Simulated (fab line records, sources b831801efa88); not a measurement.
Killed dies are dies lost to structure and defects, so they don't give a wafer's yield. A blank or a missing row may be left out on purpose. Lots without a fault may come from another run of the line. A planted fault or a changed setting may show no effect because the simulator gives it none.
A struck lot beside a sound one | flow sky130 | 16 steps out of a route of 708
Sound: wafers L100.1, L100.4, L100.5. Struck: wafer L113.2. (L113.5 of the same lot was not struck and is left out.) The cause comes at the end.
At each step with rows: each side's tool, then ch and its chambers, then its first start. Under that, the readings that differ: sound wafers | struck wafers | difference of the means | sigmas: that difference in standard deviations of wafers without a fault.
alike: readings whose means differ by less than 2 such deviations, and words and numbers that are the same on both sides. not compared: withheld readings, readings that some wafer has no value for, bounds like >300 that may hide the same value, and numbers for which the record gives no deviation and whose values overlap.
The two part at a step that has a row with sigmas, a row that says differs or no value, or rows on one side only. Numbers that don't overlap but have no deviation are shown without sigmas and don't part them. A reading that every wafer of one side lacks parts them only if that side has two wafers or more.

SKY_METAL5_SPUTTER_03: material Ti, target thk 5 nm, time 3.3 s.
  sound on pvd_sputter-03, day 42 16:42; struck on pvd_sputter-03, day 47 18:05
  alike: throttle_valve_pct
SKY_METAL5_SPUTTER_04: material TiN, target thk 70 nm, time 58.3 s.
  sound on pvd_sputter-03, day 42 16:43; struck on pvd_sputter-03, day 47 18:06
  alike: throttle_valve_pct
SKY_METAL5_RS_MEAS_05: measures by four-point-probe.
  sound on film_metro-02, day 42 16:46; struck on film_metro-04, day 47 18:10
  alike: METAL5_ALCU_RS
SKY_METAL5_THK_MEAS_06: measures by xrf.
  sound on film_metro-02, day 42 16:53; struck on film_metro-04, day 47 18:17
  reading              | sound          | struck | difference | sigmas
  METAL5_ALCU_THK (nm) | 1108 1106 1114 | 1144   | +35        | +2
then, 7 steps without rows for these wafers: SKY_METAL5_DEHYDRATE_07 (time 60 s); SKY_METAL5_HMDS_08 (prime time 60 s); SKY_METAL5_COAT_09 (resist thk 1800 nm); SKY_METAL5_SOFTBAKE_10 (time 60 s); SKY_METAL5_EXPOSE_11 (exposes mask MM5, target cd 1600 nm); SKY_METAL5_PEB_12; SKY_METAL5_DEVELOP_13 (develop time 60 s).
SKY_METAL5_DESCUM_14: chemistry O2, time 11 s.
  sound on rie_metal-04 ch 0,1, day 43 15:08; struck on rie_metal-01 ch 0, day 48 12:02
  alike: drypump_motor_current_A, oes_product_au, temp_c
  not compared: rf_hours_counter_h
SKY_METAL5_METAL_ETCH_15: etches the open film in Cl2/BCl3, stops on SiO2, target depth 1260 nm, time 252 s.
  sound on rie_metal-04 ch 0,1, day 43 15:11; struck on rie_metal-01 ch 0, day 48 12:04
  reading                                     | sound             | struck | difference | sigmas
  oes_product_au (a.u.)                       | 0.895 0.896 0.894 | 0.991  | +0.096     | +20
  run_length_s (s)                            | 280.1 280.2 280.0 | 256.8  | -23.3      | -35
  model.NOVOLAK_of_METAL5_COAT_09.thk_nm (nm) | 1026 1044 1026    | 1114   | +82        |
  alike: drypump_motor_current_A, throttle_valve_pct
  not compared: rf_hours_counter_h
SKY_METAL5_STRIP_16: strips in O2/N2.
  sound on plasma_asher-02 ch 0, day 43 15:25; struck on plasma_asher-02 ch 1, day 48 12:18
  reading                      | sound             | struck | difference | sigmas
  strip_time_to_endpoint_s (s) | 12.99 13.20 12.98 | 13.99  | +0.93      | +6
  alike: drypump_motor_current_A, oes_product_au
  not compared: rf_hours_counter_h
then, 1 step without rows for these wafers: SKY_METAL5_STRIP_17 (strips in post etch residue remover, time 1200 s).
SKY_PAD_OPEN_PROBE_99:
  sound on prober-02, day 45 14:14; struck on prober-02, day 50 02:40
  reading             | sound   | struck | difference | sigmas
  killed_at_front_end | 9 11 12 | 20     | +9         | +2
  alike: defect_limited_yield, killed_at_M0_to_M3, killed_at_M4_up, killed_at_contacts, killed_dies, killed_open, killed_short, sort_bin_3_pad_short, sort_bin_5_function, sort_bin_6_memory, sort_n_pass, sort_yield_pct

WHERE THEY PART
First at SKY_METAL5_THK_MEAS_06; last, within this record, at SKY_PAD_OPEN_PROBE_99.

WHY: what the simulator had put in
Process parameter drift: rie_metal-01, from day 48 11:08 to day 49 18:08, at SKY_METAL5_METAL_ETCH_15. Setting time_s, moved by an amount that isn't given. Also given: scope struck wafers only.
